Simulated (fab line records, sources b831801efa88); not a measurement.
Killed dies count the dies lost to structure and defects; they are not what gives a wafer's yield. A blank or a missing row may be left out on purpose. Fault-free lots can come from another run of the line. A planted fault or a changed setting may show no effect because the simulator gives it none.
Chamber matching | flow gf180mcu | GF_V2_CVD_02 on pecvd-01: 3 sister chambers
The step deposits SiO2 from TEOS, target thk 850 nm, time 94.851 s. 6 wafers are shown with their chamber, then 9 later ones without.

## WAFERS, EACH WITH ITS CHAMBER
wafer  | chamber | heaterPowerW (W) | rfFwdPowerW (W)
L081.2 | 1       | 806              | 595.7
L081.4 | 2       | 573              | 597.7
L085.1 | 1       | 708              | 597.8
L085.3 | 2       | 526              | 599.1
L088.3 | 0       | 713              | 596.2
L088.5 | 0       | 745              | 596.8

## WAFERS WHOSE CHAMBER IS MISSING
wafer  | heaterPowerW (W) | rfFwdPowerW (W)
L092.2 | 694              | 595.5
L092.3 | 812              | 598.3
L092.6 | 712              | 594.7
L093.1 | 585              | 601.2
L093.4 | 800              | 598.3
L093.5 | 712              | 598.7
L097.2 | 632              | 598.2
L097.4 | 859              | 595.6
L097.5 | 715              | 597.3

## WHICH CHAMBER EACH WENT THROUGH
wafer  | from the rows above          | in truth
L092.2 | can't be placed: 0 or 1      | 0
L092.3 | can't be placed: 1 or 0      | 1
L092.6 | can't be placed: 0 or 1      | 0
L093.1 | 2                            | 2
L093.4 | can't be placed: 1 or 0      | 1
L093.5 | can't be placed: 1 or 0 or 2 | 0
L097.2 | can't be placed: 2 or 0 or 1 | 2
L097.4 | can't be placed: 1 or 0      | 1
L097.5 | can't be placed: 0 or 1      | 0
Correctly placed: 1 of 9. Cannot be placed on the basis of these rows: 8; the candidates contain the true chamber in 8. Placed wrongly: 0.
How it was worked out, from the rows above alone: a wafer's distance from a chamber is the root of the sum, over the readings, of the square of ((its reading less the chamber's mean) divided by the reading's scatter). If the next closest chamber is less than 2 further off than the closest, the wafer can't be placed; otherwise it belongs to the closest. A chamber's mean is the mean of its shown wafers. The scatter: take each reading less its chamber's mean, square it, sum over the shown wafers, divide by the number of wafers less the number of chambers, and take the root.
